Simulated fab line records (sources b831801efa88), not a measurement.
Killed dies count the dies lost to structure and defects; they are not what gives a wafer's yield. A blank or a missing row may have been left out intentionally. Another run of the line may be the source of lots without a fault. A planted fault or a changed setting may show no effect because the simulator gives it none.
Chamber matching + flow sky130 + rie-diel-03 running SKY_POLY_GATE_ETCH_16: 4 sister chambers
The step etches Si3N4 in CH3F/O2, stops on poly-Si, time 147.5 s, target depth 75 nm. 8 wafers are shown with their chamber, then 7 later ones without.

## WAFERS WITH THEIR CHAMBER
| wafer  | chamber | drypump-motor-current-A (A) | chamber-pressure-mTorr (mTorr) |
|--------|---------|-----------------------------|--------------------------------|
| L836.6 | 1       | 6.2                         | 24.999                         |
| L838.2 | 0       | 6.7                         | 25.006                         |
| L840.1 | 1       | 6.2                         | 24.991                         |
| L840.2 | 2       | 5.9                         | 25.065                         |
| L846.2 | 2       | 5.9                         | 25.003                         |
| L846.5 | 3       | 4.9                         | 25.005                         |
| L848.1 | 0       | 6.8                         | 24.988                         |
| L848.2 | 3       | 4.9                         | 25.025                         |

## WAFERS WITHOUT THEIR CHAMBER
| wafer  | drypump-motor-current-A (A) | chamber-pressure-mTorr (mTorr) |
|--------|-----------------------------|--------------------------------|
| L848.4 | 5.9                         | 25.027                         |
| L855.4 | 5.9                         | 24.973                         |
| L855.5 | 6.7                         | 24.967                         |
| L855.6 | 6.2                         | 25.008                         |
| L856.1 | 5.9                         | 24.969                         |
| L856.3 | 6.7                         | 24.981                         |
| L856.5 | 6.2                         | 24.992                         |

## CHAMBER TAKEN BY EACH
| wafer  | from the rows above | in truth |
|--------|---------------------|----------|
| L848.4 | 2                   | 2        |
| L855.4 | 2                   | 2        |
| L855.5 | 0                   | 0        |
| L855.6 | 1                   | 1        |
| L856.1 | 2                   | 2        |
| L856.3 | 0                   | 0        |
| L856.5 | 1                   | 1        |
Placed correctly: 7 of 7. Number that these rows cannot place: 0. Placed wrongly: 0.
How it was worked out, from the rows above alone: a wafer's distance from a chamber is the root of the sum, over the readings, of the square of ((its reading less the chamber's mean) divided by the reading's scatter). The wafer belongs to the nearest chamber; if the next one is less than 2 further off, it can't be placed. Each chamber's mean is taken over the wafers shown for it. The scatter: the root of (the sum of the squares of (reading less its chamber's mean) over the shown wafers, divided by (wafers less chambers)).
